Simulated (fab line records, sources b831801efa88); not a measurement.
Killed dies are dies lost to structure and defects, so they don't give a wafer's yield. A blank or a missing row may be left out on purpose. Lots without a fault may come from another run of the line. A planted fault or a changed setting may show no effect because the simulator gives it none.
Problem report in the 8D (eight disciplines) form, filled by code | flow gf180mcu | the parts of the form that need people (team, actions taken, sign-off) are left out

1. THE PROBLEM
NWELL_TW at GF_NWELL_TW_MEAS_11 reads a mean of 1728 on 6 wafers of 2 lots; wafers without a fault read 1574 with a standard deviation of 13. That is +12 standard deviations from the usual mean.
First seen on wafer L130.1, day 6 08:00, on film_metro-03. The record holds 39 wafers of 13 lots with a number at this step. Rule for "out", or "out of limits": more than 4 standard deviations from the usual mean. The other wafers with a number count as sound.

2. WHAT IT IS AND WHAT IT IS NOT
question                    | is                           | is not
which readings at this step | NWELL_TW                     | -
which lots                  | L130, L132                   | L117, L118, L119, L120, L123, L124, L131, L135, L137, L138, L140
which wafers of those lots  | all that have a number       | -
read on which gauges        | film_metro-03, film_metro-04 | film_metro-01
when                        | from day 6 08:00             | up to then (18 sound wafers); but 15 sound wafers of L131, L135, L137, L138, L140 came after

3. SUSPECTS, AND WHAT RULES EACH OUT
Counting: a tool at a process step up to the reading stays a suspect if it ran every lot that is out and no sound lot after the first of them.
- the gauge at GF_NWELL_TW_MEAS_11: ruled out. The wafers that are out were read on 2 gauges (film_metro-03, film_metro-04).
- implanter-03 at GF_NWELL_IMPLANT_08: kept. It ran every lot that is out, first L130 (day 6 07:36), and no sound lot after that; its last sound lot up to then is L123 (day 4 17:11). Its own readings are out on those wafers: tilt_deg.
Left after counting: implanter-03 at GF_NWELL_IMPLANT_08.

4. THE CAUSE (what the simulator had put in)
Process parameter drift: implanter-03, from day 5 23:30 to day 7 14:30, at GF_NWELL_IMPLANT_08. Setting tilt_deg, moved by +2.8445, from 0. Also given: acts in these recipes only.
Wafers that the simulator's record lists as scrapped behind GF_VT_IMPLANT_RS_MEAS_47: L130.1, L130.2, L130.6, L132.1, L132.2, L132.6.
Counting left only this tool.

5. THE CHAIN OF EFFECTS, in route order
Each row: a reading whose mean over the struck wafers that have a number lies more than 3 standard deviations from the usual. Only readings for which the record gives a usual standard deviation are gone through. hours: the time from each lot's start at the first step in this table that gives one to its start at this step, as a median over the lots. sigmas: the change in usual standard deviations.
hours | step                     | reading  | usual         | on struck wafers | change | sigmas
0     | GF_NWELL_IMPLANT_08      | tilt_deg | 0.005 degrees | 2.844            | +2.839 | +99 or more
0     | GF_NWELL_TW_MEAS_11      | NWELL_TW | 1574          | 1728             | +154   | +12
120   | GF_VT_IMPLANT_RS_MEAS_47 | NWELL_RS | 487.6 ohm/sq  | 625.6            | +138.0 | +99 or more
The process steps in it:
- GF_NWELL_IMPLANT_08

6. WHAT WOULD HAVE CAUGHT IT SOONER
In this record the first reading out of limits at a measuring or inspecting step was taken at day 6 08:00, 8 hours after the fault began at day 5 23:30.
The tool's own readings at GF_NWELL_IMPLANT_08 were out on every struck wafer that the step has a row for (tilt_deg): an alarm limit on them would have fired on the first of those.
Of the lots that are out (2), L132 began GF_NWELL_IMPLANT_08 on implanter-03 after day 6 08:00. A hold on the tool at that time would have spared it.
